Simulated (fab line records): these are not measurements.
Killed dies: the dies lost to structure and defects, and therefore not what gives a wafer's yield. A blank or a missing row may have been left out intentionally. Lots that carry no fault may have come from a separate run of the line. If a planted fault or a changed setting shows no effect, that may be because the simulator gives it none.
Which tool is to blame? :: flow gf180mcu :: 13 lots, 38 wafers sampled, at 5 steps of a route of 602

== WHAT THE GAUGES SHOWED, per wafer ==
GF_NWELL_OVL_MEAS_07. Usual: NWELL_OVL typically reads 0.1 nm, with standard deviation 1.3.
lot: L654
measured: day 3 06:54
on: overlay-02
NWELL_OVL (nm): 1.0 -0.1 0.1
flag: 

lot: L655
measured: day 3 12:35
on: overlay-02
NWELL_OVL (nm): 0.4 -0.4 1.4
flag: 

lot: L656
measured: day 3 19:02
on: overlay-02
NWELL_OVL (nm): -0.2 0.6 1.9
flag: 

lot: L657
measured: day 3 23:21
on: overlay-02
NWELL_OVL (nm): 0.9 0.6 1.2
flag: 

lot: L658
measured: day 4 04:48
on: overlay-02
NWELL_OVL (nm): 0.6 -0.1 0.5
flag: 

lot: L659
measured: day 4 10:09
on: overlay-02
NWELL_OVL (nm): -1.9 -1.3 -0.2
flag: 

lot: L660
measured: day 4 16:24
on: overlay-02
NWELL_OVL (nm): 4.1 2.1 1.5
flag: 

lot: L662
measured: day 5 02:28
on: overlay-01
NWELL_OVL (nm): 0.9 2.0 0.3
flag: 

lot: L663
measured: day 5 09:00
on: overlay-02
NWELL_OVL (nm): 2.0 1.6 0.2
flag: 

lot: L664
measured: day 5 12:55
on: overlay-01
NWELL_OVL (nm): -1.3 -1.2 -2.3
flag: 

lot: L669
measured: day 6 17:34
on: overlay-02
NWELL_OVL (nm): -1.4 -0.3
flag: 

lot: L674
measured: day 7 21:50
on: overlay-01
NWELL_OVL (nm): 0.7 0.6 0.4
flag: 

lot: L676
measured: day 8 15:04
on: overlay-01
NWELL_OVL (nm): 1.4 0.2 0.8
flag: 

GF_DUAL_GATE_OVL_MEAS_11. Usual: DUAL_GATE_OVL typically reads -0.3 nm, with standard deviation 1.6.
lot: L654
measured: day 8 06:59
on: overlay-01
DUAL_GATE_OVL (nm): 0.1 -0.6 -0.6
flag: 

lot: L655
measured: day 8 16:38
on: overlay-02
DUAL_GATE_OVL (nm): 3.1 5.0 2.5
flag: 

lot: L656
measured: day 9 00:26
on: overlay-01
DUAL_GATE_OVL (nm): -2.1 -1.0 -2.0
flag: 

lot: L657
measured: day 9 04:38
on: overlay-01
DUAL_GATE_OVL (nm): -2.4 -2.3 -2.5
flag: 

lot: L658
measured: day 9 09:08
on: overlay-01
DUAL_GATE_OVL (nm): -2.4 -3.1 0.2
flag: 

lot: L659
measured: day 9 14:23
on: overlay-01
DUAL_GATE_OVL (nm): -0.6 -0.9 1.3
flag: 

lot: L660
measured: day 9 22:08
on: overlay-01
DUAL_GATE_OVL (nm): -0.1 0.2 0.4
flag: 

lot: L662
measured: day 10 12:29
on: overlay-02
DUAL_GATE_OVL (nm): -1.4 0.7 0.7
flag: 

lot: L663
measured: day 10 20:20
on: overlay-02
DUAL_GATE_OVL (nm): 1.8 -0.8 2.3
flag: 

lot: L664
measured: day 11 00:41
on: overlay-01
DUAL_GATE_OVL (nm): 1.4 2.1 1.7
flag: 

lot: L669
measured: day 12 12:55
on: overlay-01
DUAL_GATE_OVL (nm): 2.3 0.6
flag: 

lot: L674
measured: day 14 02:19
on: overlay-02
DUAL_GATE_OVL (nm): -1.6 -1.2 -0.8
flag: 

lot: L676
measured: day 15 03:43
on: overlay-01
DUAL_GATE_OVL (nm): -2.3 -0.7 -1.1
flag: 

== TOOL THAT RAN EACH LOT (tool first, then ch and the chambers of the sampled wafers, then the start) ==
lot: L654
GF_DNWELL_STRIP_08: plasma asher-02 ch 0,1, day 2 19:05
GF_VT_IMPLANT_COAT_35: litho track-01 ch 0, day 7 03:12
GF_VT_IMPLANT_STRIP_42: plasma asher-01 ch 0,1, day 7 10:03

lot: L655
GF_DNWELL_STRIP_08: plasma asher-03 ch 0,1, day 2 23:42
GF_VT_IMPLANT_COAT_35: litho track-04 ch 0, day 7 09:17
GF_VT_IMPLANT_STRIP_42: plasma asher-04 ch 0,1, day 7 17:45

lot: L656
GF_DNWELL_STRIP_08: plasma asher-01 ch 0,1, day 3 05:59
GF_VT_IMPLANT_COAT_35: litho track-01 ch 0, day 7 16:30
GF_VT_IMPLANT_STRIP_42: plasma asher-01 ch 0,1, day 8 00:24

lot: L657
GF_DNWELL_STRIP_08: plasma asher-01 ch 0,1, day 3 10:32
GF_VT_IMPLANT_COAT_35: litho track-04 ch 0, day 7 23:11
GF_VT_IMPLANT_STRIP_42: plasma asher-02 ch 0,1, day 8 07:35

lot: L658
GF_DNWELL_STRIP_08: plasma asher-02 ch 0,1, day 3 15:38
GF_VT_IMPLANT_COAT_35: litho track-04 ch 0, day 8 05:47
GF_VT_IMPLANT_STRIP_42: plasma asher-02 ch 0,1, day 8 13:35

lot: L659
GF_DNWELL_STRIP_08: plasma asher-02 ch 0,1, day 3 20:53
GF_VT_IMPLANT_COAT_35: litho track-01 ch 0, day 8 10:12
GF_VT_IMPLANT_STRIP_42: plasma asher-02 ch 0,1, day 8 18:51

lot: L660
GF_DNWELL_STRIP_08: plasma asher-02 ch 0,1, day 4 02:16
GF_VT_IMPLANT_COAT_35: litho track-02 ch 0, day 8 17:01
GF_VT_IMPLANT_STRIP_42: plasma asher-02 ch 0,1, day 9 02:32

lot: L662
GF_DNWELL_STRIP_08: plasma asher-02 ch 0,1, day 4 12:23
GF_VT_IMPLANT_COAT_35: litho track-04 ch 0, day 9 08:40
GF_VT_IMPLANT_STRIP_42: plasma asher-02 ch 0,1, day 9 17:01

lot: L663
GF_DNWELL_STRIP_08: plasma asher-02 ch 0,1, day 4 18:11
GF_VT_IMPLANT_COAT_35: litho track-02 ch 0, day 9 12:34
GF_VT_IMPLANT_STRIP_42: plasma asher-04 ch 0, day 9 21:42

lot: L664
GF_DNWELL_STRIP_08: plasma asher-03 ch 0,1, day 4 23:11
GF_VT_IMPLANT_COAT_35: litho track-04 ch 0, day 9 18:40
GF_VT_IMPLANT_STRIP_42: plasma asher-02 ch 0,1, day 10 03:23

lot: L669
GF_DNWELL_STRIP_08: plasma asher-01 ch 1, day 6 02:39
GF_VT_IMPLANT_COAT_35: litho track-04 ch 0, day 11 05:13
GF_VT_IMPLANT_STRIP_42: plasma asher-01 ch 1, day 11 14:40

lot: L674
GF_DNWELL_STRIP_08: plasma asher-03 ch 0,1, day 7 06:38
GF_VT_IMPLANT_COAT_35: litho track-04 ch 0, day 12 15:20
GF_VT_IMPLANT_STRIP_42: plasma asher-04 ch 0,1, day 13 01:44

lot: L676
GF_DNWELL_STRIP_08: plasma asher-03 ch 0,1, day 7 23:28
GF_VT_IMPLANT_COAT_35: litho track-02 ch 0, day 13 16:01
GF_VT_IMPLANT_STRIP_42: plasma asher-01 ch 0,1, day 14 02:14
- GF_DNWELL_STRIP_08: strips in O2/N2.
- GF_VT_IMPLANT_COAT_35: resist thk 1000 nm.
- GF_VT_IMPLANT_STRIP_42: strips in O2/N2.

== WHAT THE TOOLS THEMSELVES READ (means of the sampled wafers that have a number; where no wafer has one, the mark that the record gives instead) ==
GF_DNWELL_STRIP_08. Usual: chamber pressure mTorr 1499.9 mTorr, standard deviation 1.2; drypump motor current A 5.6 A, standard deviation 0.54; heater power w 321 W, standard deviation 29; oes product au 0.723 a.u., standard deviation 0.0048; strip time to endpoint s 36.97 s, standard deviation 0.12.
lot: L654
tool: plasma asher-02
chamber pressure mTorr (mTorr): 1498.0
drypump motor current A (A): 6.2
heater power w (W): 306
oes product au (a.u.): 0.725
strip time to endpoint s (s): 37.23
flag: 

lot: L655
tool: plasma asher-03
chamber pressure mTorr (mTorr): 1499.5
drypump motor current A (A): 5.3
heater power w (W): 307
oes product au (a.u.): 0.722
strip time to endpoint s (s): 36.99
flag: 

lot: L656
tool: plasma asher-01
chamber pressure mTorr (mTorr): 1499.7
drypump motor current A (A): 5.4
heater power w (W): 351
oes product au (a.u.): 0.728
strip time to endpoint s (s): 37.13
flag: 

lot: L657
tool: plasma asher-01
chamber pressure mTorr (mTorr): 1499.9
drypump motor current A (A): 5.4
heater power w (W): 348
oes product au (a.u.): 0.727
strip time to endpoint s (s): 36.82
flag: 

lot: L658
tool: plasma asher-02
chamber pressure mTorr (mTorr): 1501.7
drypump motor current A (A): 6.1
heater power w (W): 302
oes product au (a.u.): 0.722
strip time to endpoint s (s): 36.98
flag: 

lot: L659
tool: plasma asher-02
chamber pressure mTorr (mTorr): 1499.8
drypump motor current A (A): 5.7
heater power w (W): 315
oes product au (a.u.): 0.722
strip time to endpoint s (s): 36.88
flag: 

lot: L660
tool: plasma asher-02
chamber pressure mTorr (mTorr): 1499.2
drypump motor current A (A): 5.7
heater power w (W): 314
oes product au (a.u.): 0.726
strip time to endpoint s (s): 37.07
flag: 

lot: L662
tool: plasma asher-02
chamber pressure mTorr (mTorr): 1500.3
drypump motor current A (A): 5.7
heater power w (W): 313
oes product au (a.u.): 0.726
strip time to endpoint s (s): 36.99
flag: 

lot: L663
tool: plasma asher-02
chamber pressure mTorr (mTorr): 1500.5
drypump motor current A (A): 6.2
heater power w (W): 305
oes product au (a.u.): 0.728
strip time to endpoint s (s): 36.92
flag: 

lot: L664
tool: plasma asher-03
chamber pressure mTorr (mTorr): 1500.1
drypump motor current A (A): 5.3
heater power w (W): 312
oes product au (a.u.): 0.722
strip time to endpoint s (s): 36.85
flag: 

lot: L669
tool: plasma asher-01
chamber pressure mTorr (mTorr): 1499.5
drypump motor current A (A): 5.0
heater power w (W): 300
oes product au (a.u.): 0.726
strip time to endpoint s (s): 37.13
flag: 

lot: L674
tool: plasma asher-03
chamber pressure mTorr (mTorr): 1500.8
drypump motor current A (A): 5.6
heater power w (W): 328
oes product au (a.u.): 0.723
strip time to endpoint s (s): 37.01
flag: 

lot: L676
tool: plasma asher-03
chamber pressure mTorr (mTorr): 1501.9
drypump motor current A (A): 5.3
heater power w (W): 310
oes product au (a.u.): 0.720
strip time to endpoint s (s): 37.12
flag: 

GF_VT_IMPLANT_COAT_35. Usual: resist line temp C 23.01 C, standard deviation 0.11.
lot: L654
tool: litho track-01
resist line temp C (C): 23.05
flag: 

lot: L655
tool: litho track-04
resist line temp C (C): 22.91
flag: 

lot: L656
tool: litho track-01
resist line temp C (C): 23.13
flag: 

lot: L657
tool: litho track-04
resist line temp C (C): 22.90
flag: 

lot: L658
tool: litho track-04
resist line temp C (C): 22.80
flag: 

lot: L659
tool: litho track-01
resist line temp C (C): 23.05
flag: 

lot: L660
tool: litho track-02
resist line temp C (C): 23.12
flag: 

lot: L662
tool: litho track-04
resist line temp C (C): 22.96
flag: 

lot: L663
tool: litho track-02
resist line temp C (C): 23.04
flag: 

lot: L664
tool: litho track-04
resist line temp C (C): 23.17
flag: 

lot: L669
tool: litho track-04
resist line temp C (C): 23.07
flag: 

lot: L674
tool: litho track-04
resist line temp C (C): 23.00
flag: 

lot: L676
tool: litho track-02
resist line temp C (C): 23.01
flag: 

GF_VT_IMPLANT_STRIP_42. Usual: chamber pressure mTorr 1500.2 mTorr, standard deviation 1.3; drypump motor current A 5.7 A, standard deviation 0.53; heater power w 323 W, standard deviation 26; oes product au 0.716 a.u., standard deviation 0.0044; strip time to endpoint s 12.64 s, standard deviation 0.039.
lot: L654
tool: plasma asher-01
chamber pressure mTorr (mTorr): 1500.5
drypump motor current A (A): 5.4
heater power w (W): 347
oes product au (a.u.): 0.714
strip time to endpoint s (s): 12.67
flag: 

lot: L655
tool: plasma asher-04
chamber pressure mTorr (mTorr): 1500.3
drypump motor current A (A): 5.9
heater power w (W): 315
oes product au (a.u.): 0.713
strip time to endpoint s (s): 12.62
flag: 

lot: L656
tool: plasma asher-01
chamber pressure mTorr (mTorr): 1500.3
drypump motor current A (A): 5.4
heater power w (W): 347
oes product au (a.u.): 0.722
strip time to endpoint s (s): 12.64
flag: 

lot: L657
tool: plasma asher-02
chamber pressure mTorr (mTorr): 1498.4
drypump motor current A (A): 5.7
heater power w (W): 318
oes product au (a.u.): 0.716
strip time to endpoint s (s): 12.60
flag: 

lot: L658
tool: plasma asher-02
chamber pressure mTorr (mTorr): 1500.3
drypump motor current A (A): 6.1
heater power w (W): 307
oes product au (a.u.): 0.719
strip time to endpoint s (s): 12.61
flag: 

lot: L659
tool: plasma asher-02
chamber pressure mTorr (mTorr): 1499.7
drypump motor current A (A): 6.2
heater power w (W): 307
oes product au (a.u.): 0.714
strip time to endpoint s (s): 12.55
flag: 

lot: L660
tool: plasma asher-02
chamber pressure mTorr (mTorr): 1500.4
drypump motor current A (A): 5.7
heater power w (W): 316
oes product au (a.u.): 0.716
strip time to endpoint s (s): 12.70
flag: 

lot: L662
tool: plasma asher-02
chamber pressure mTorr (mTorr): 1501.6
drypump motor current A (A): 5.7
heater power w (W): 318
oes product au (a.u.): 0.713
strip time to endpoint s (s): 12.65
flag: 

lot: L663
tool: plasma asher-04
chamber pressure mTorr (mTorr): 1500.5
drypump motor current A (A): 5.8
heater power w (W): 307
oes product au (a.u.): 0.717
strip time to endpoint s (s): 12.64
flag: 

lot: L664
tool: plasma asher-02
chamber pressure mTorr (mTorr): 1499.6
drypump motor current A (A): 5.7
heater power w (W): 309
oes product au (a.u.): 0.717
strip time to endpoint s (s): 12.63
flag: 

lot: L669
tool: plasma asher-01
chamber pressure mTorr (mTorr): 1501.8
drypump motor current A (A): 5.0
heater power w (W): 302
oes product au (a.u.): 0.715
strip time to endpoint s (s): 11.62
flag: OFF

lot: L674
tool: plasma asher-04
chamber pressure mTorr (mTorr): 1498.7
drypump motor current A (A): 5.9
heater power w (W): 327
oes product au (a.u.): 0.714
strip time to endpoint s (s): 12.29
flag: OFF

lot: L676
tool: plasma asher-01
chamber pressure mTorr (mTorr): 1499.6
drypump motor current A (A): 5.2
heater power w (W): 326
oes product au (a.u.): 0.718
strip time to endpoint s (s): 12.65
flag: 

== THE ANSWER, worked out from the rows above alone ==
Rule: a lot is off if the mean of its wafers that have a number lies more than 3 standard deviations from the usual mean. A lot without any number at a reading at which 4 lots or more have one is off too. Where the step has rows for the other lots, those lots are counted as sound. The gauges are gone through in route order, then the tools' own readings, and for those a lot's mean is taken as printed above. The first step at which some lot is off is used, and at that step the reading that is off furthest; a lot without a number counts as furthest.
Off, at GF_VT_IMPLANT_STRIP_42 on strip time to endpoint s: L669, L674.
If a tool, at that step or one of the process steps before it, ran each lot that is off and ran no sound lot following the first of them, it fits. One fits: litho track-04 at GF_VT_IMPLANT_COAT_35. A fault onset in the window from L664 (day 9 18:40, its last sound lot) to L669 (day 11 05:13, its first lot off) fits.

== WHAT THE SIMULATOR HAD INSERTED ==
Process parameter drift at GF_VT_IMPLANT_COAT_35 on litho track-04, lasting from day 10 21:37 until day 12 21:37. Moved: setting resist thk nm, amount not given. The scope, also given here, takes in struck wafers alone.
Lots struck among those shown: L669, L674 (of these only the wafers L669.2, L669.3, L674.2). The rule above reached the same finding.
